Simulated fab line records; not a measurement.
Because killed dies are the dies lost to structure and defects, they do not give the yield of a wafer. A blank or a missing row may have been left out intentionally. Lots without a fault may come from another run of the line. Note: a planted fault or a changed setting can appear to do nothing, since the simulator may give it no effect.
Problem report, 8D (eight disciplines) form, completed by code ; flow sfq line ; the parts of the form that need people (team, actions taken, sign-off) are left out

1. PROBLEM STATEMENT
Mean of heater power total W at SFQ_TRILAYER_L0_LITHO_PEB_008: 76.50 W across 6 wafers in 2 lots; on wafers with no fault it is 79.15 W (standard deviation 0.066). That is -40 standard deviations from the usual mean.
The step: peb time 60 s.
Earliest sighting: wafer L128.1 on litho track-04 at day 6 09:37. The record has a number at this step for 18 wafers belonging to 6 lots. Rule for "out", or "out of limits": more than 4 standard deviations from the usual mean. The rest of the wafers with a number are treated as sound.

2. WHAT IT IS, WHAT IT ISN'T
question;is;is not
which readings at this step;heater power total W, plate temp C;chill plate temp C
which lots;L128, L129;L123, L127, L140, L142
which wafers of those lots;all that have a number;-
read on which tools;litho track-04;litho track-03
when;from day 6 09:37;"up to then (6 sound wafers); but 6 sound wafers of L140, L142 came after"

3. WHAT RULES OUT EACH SUSPECT
Counting: a tool at a process step up to the reading stays a suspect if it ran every lot that is out and no sound lot after the first of them.
- litho track-04 at SFQ_TRILAYER_L0_LITHO_PEB_008 (peb time 60 s): ruled out as a lasting fault. The sound lots L142 went through it after L128, its earliest lot that is out (day 6 09:37).
Left after counting: nothing in the record.

4. THE CAUSE (what the simulator had put in)
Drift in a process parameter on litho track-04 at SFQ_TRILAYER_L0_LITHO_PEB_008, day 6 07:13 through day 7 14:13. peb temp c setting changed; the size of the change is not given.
Counting ruled it out, wrongly.

5. SEQUENCE OF EFFECTS, ordered by route
Rows list readings where the struck wafers' mean (over those with a number) sits beyond 3 standard deviations from the usual. Only readings for which the record gives a usual standard deviation are gone through. hours: the time from each lot's start at the first step in this table that gives one to its start at this step, as a median over the lots. sigmas: the change in usual standard deviations.
hours;step;reading;usual;on struck wafers;change;sigmas
0;SFQ_TRILAYER_L0_LITHO_PEB_008;heater power total W;79.15 W;76.50;-2.65;-40
0;SFQ_TRILAYER_L0_LITHO_PEB_008;plate temp C;115.02 C;112.09;-2.93;-23
Its process steps:
- SFQ_TRILAYER_L0_LITHO_PEB_008: peb time 60 s.

6. HOW IT WOULD HAVE BEEN CAUGHT EARLIER
First out-of-limits reading in this record: day 6 09:37, which is 2 hours after fault onset at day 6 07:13.
